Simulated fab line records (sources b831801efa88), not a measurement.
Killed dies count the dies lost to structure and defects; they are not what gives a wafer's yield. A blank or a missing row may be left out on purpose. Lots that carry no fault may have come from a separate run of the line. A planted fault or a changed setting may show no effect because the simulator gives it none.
Comparing a struck lot with a sound one / flow sky130 / 17 out of 708 route steps
Sound: these wafers, L607.1, L607.4, L607.5. Wafers struck: L599.2, L599.3, L599.4. At the end, the cause is stated.
For every step that has rows: the tool of each side, followed by ch and its chambers, followed by its first start. Under that, the readings that differ: sound wafers / struck wafers / difference of the means / sigmas: that difference in standard deviations of wafers without a fault.
alike: words and numbers the same on both sides, and readings whose means are apart by under 2 such deviations; not compared: readings that were withheld, readings missing a value for some wafer, numbers with overlapping values and no deviation given by the record, and bounds like >300 which may hide the same value.
Wherever a step has rows on one side only, a row that says differs or no value, or a row with sigmas, the two part there. Numbers that have no deviation but don't overlap get no sigmas and don't part them. Lack of a reading on every wafer of one side parts them only where that side has two or more wafers.

SKY_VIA1_CMP_02: polishes SiO2.
  sound on cmp-02 ch 0,2,3, day 36 22:20; struck on cmp-02 ch 0,2,3, day 34 21:43
  alike: motorCurrentA, platenRpm, slurryFilterDpKPa
SKY_VIA1_BOW_MEAS_03:
  sound on filmMetro-03 at day 36 22:32; struck on filmMetro-04 at day 34 22:02
  alike: VIA1_BOW
then, 8 steps without rows for these wafers: SKY_VIA1_DEHYDRATE_04 (time 60 s); SKY_VIA1_HMDS_05 (prime time 60 s); SKY_VIA1_COAT_06 (resist thk 60 nm); SKY_VIA1_COAT_07 (resist thk 450 nm); SKY_VIA1_SOFTBAKE_08 (time 90 s); SKY_VIA1_EXPOSE_09 (exposes mask VIM, target cd 150 nm); SKY_VIA1_PEB_10; SKY_VIA1_DEVELOP_11 (develop time 60 s).
SKY_VIA1_CD_MEAS_12: the cd target is 150 nm.
  sound on cdSem-01 at day 38 00:20; struck on cdSem-01 at day 36 00:21
reading=cdNm (nm); sound=154.9 153.2 154.4; struck=149.5 148.9 149.5; difference=-4.9; sigmas=-3
SKY_VIA1_OVL_MEAS_13:
  sound on overlay-01 at day 38 00:27; struck on overlay-02 at day 36 00:27
  alike: VIA1_OVL
SKY_VIA1_ETCH_14: etches BARC in N2/H2, stops on SiO2, time 45.9 s, target depth 60 nm.
  sound on rieDiel-04 ch 2,3, day 38 00:29; struck on rieDiel-03 ch 0,2,3, day 36 00:29
reading=rfFwdPowerW (W); sound=494.4 492.8 497.3; struck=578.3 575.5 577.6; difference=+82.3; sigmas=+43
reading=model.KrF-thick_of_VIA1_COAT_07.thkNm (nm); sound=392.9 392.4 393.3; struck=386.5 385.6 385.6; difference=-7.0; sigmas=
  alike: drypumpMotorCurrentA, n2FlowSccm, oesProductAu, throttleValvePct
  not compared: rfHoursCounterH
SKY_VIA1_ETCH_15: etches SiO2 in C4F8/O2/Ar, stops on TiN, target depth 351 nm, time 54 s.
  sound on rieDiel-04 ch 2,3, day 38 00:32; struck on rieDiel-03 ch 0,2,3, day 36 00:32
reading=model.KrF-thick_of_VIA1_COAT_07.thkNm (nm); sound=323 321.8 324.2; struck=316.5 315.9 316.6; difference=-6.7; sigmas=
  alike: oesProductAu, rfFwdPowerW
  not compared: rfHoursCounterH
SKY_VIA1_STRIP_16: strips in O2/N2.
  sound on plasmaAsher-03 ch 1, day 38 00:34; struck on plasmaAsher-02 ch 0,1, day 36 00:34
reading=stripTimeToEndpointS (s); sound=4.461 4.455 4.477; struck=4.384 4.389 4.387; difference=-0.078; sigmas=-5
  alike: drypumpMotorCurrentA, n2FlowSccm, oesProductAu
  not compared: rfHoursCounterH
then, 1 step without rows for these wafers: SKY_VIA1_STRIP_17 (strips in post etch residue remover, time 1200 s).
-- the record jumps here: 11 days lie between the struck wafers' starts before and after (it left off in module VIA1 and takes up again in module PAD_OPEN, whose first step shown is number 708 of the route) --
SKY_PAD_OPEN_PROBE_99:
  sound on prober-01 at day 49 02:47; struck on prober-01 at day 47 08:17
  alike: killed_at_M0_to_M3, killed_at_M4_up, killedAtContacts, killedAtFrontEnd, killedAtOther, killedDies, killedOnRim, killedOpen, killedShort
  not compared: model.etest.tipSonos.rsOhmSq

## WHERE THEY PART
Last at SKY_VIA1_STRIP_16 as far as this record goes, first at SKY_VIA1_CD_MEAS_12. Later steps at which nothing parts them and some readings are alike: SKY_PAD_OPEN_PROBE_99.

WHY: what had been put in by the simulator
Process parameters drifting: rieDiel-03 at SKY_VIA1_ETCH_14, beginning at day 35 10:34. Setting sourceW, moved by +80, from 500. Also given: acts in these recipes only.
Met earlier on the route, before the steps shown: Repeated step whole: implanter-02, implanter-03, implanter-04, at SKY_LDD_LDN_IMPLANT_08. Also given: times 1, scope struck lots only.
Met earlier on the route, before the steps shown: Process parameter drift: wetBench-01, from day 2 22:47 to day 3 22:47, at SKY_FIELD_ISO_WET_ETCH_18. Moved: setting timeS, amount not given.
